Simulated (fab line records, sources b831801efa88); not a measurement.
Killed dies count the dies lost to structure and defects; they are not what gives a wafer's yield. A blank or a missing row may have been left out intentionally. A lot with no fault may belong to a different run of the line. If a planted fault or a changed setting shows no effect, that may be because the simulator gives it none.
Matching of chambers | flow gf180mcu | cmp-01 running GF_V3_CMP_04: 4 sister chambers
The step polishes SiO2. 14 wafers are shown with their chamber, then 7 later ones without.

== WAFERS WITH THEIR CHAMBER ==
wafer  | chamber | motor_current_A (A) | time_to_endpoint_s (s)
L829.3 | 3       | 9.4                 | 74
L829.5 | 2       | 10.5                | 80
L829.6 | 1       | 14.9                | 79
L830.2 | 2       | 11.3                | 70
L830.4 | 1       | 15.1                | 75
L830.5 | 2       | 10.9                | 75
L831.1 | 0       | 12.4                | 66
L831.2 | 1       | 14.4                | 73
L831.4 | 2       | 10.7                | 75
L832.1 | 0       | 11.9                | 69
L832.2 | 2       | 10.9                | 79
L832.4 | 1       | 14.9                | 76
L835.1 | 3       | 9.5                 | 76
L835.4 | 2       | 10.9                | 85

SIGNATURES (means of the wafers above)
reading            | chamber 0 | chamber 1 | chamber 2 | chamber 3 | scatter within a chamber
motor_current_A    | 12.150    | 14.825    | 10.867    | 9.450     | 0.274
time_to_endpoint_s | 67.50     | 75.75     | 77.33     | 75.00     | 3.98
Rule: distance of a wafer from a chamber = root of the sum over the readings of ((wafer's reading minus chamber's mean) / reading's scatter) squared. The wafer belongs to the nearest chamber; if the next one is less than 2 further off, it can't be placed. The scatter: take each reading less its chamber's mean, square it, sum over the shown wafers, divide by the number of wafers less the number of chambers, and take the root.

== WAFERS WHOSE CHAMBER IS MISSING ==
wafer  | motor_current_A (A) | time_to_endpoint_s (s)
L835.6 | 10.3                | 78
L846.2 | 10.6                | 71
L846.4 | 15.7                | 68
L846.5 | 12.5                | 65
L850.1 | 10.8                | 78
L850.5 | 14.9                | 82
L850.6 | 11.9                | 74

== WHICH CHAMBER EACH WENT THROUGH ==
wafer  | from the rows above     | in truth
L835.6 | can't be placed: 2 or 3 | 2
L846.2 | 2                       | 2
L846.4 | 1                       | 1
L846.5 | 0                       | 0
L850.1 | 2                       | 2
L850.5 | 1                       | 1
L850.6 | can't be placed: 0 or 2 | 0
5 of 7 placed correctly. Unplaceable from these rows: 2, with the true chamber sitting among the candidates in 2. Wrongly placed: 0.
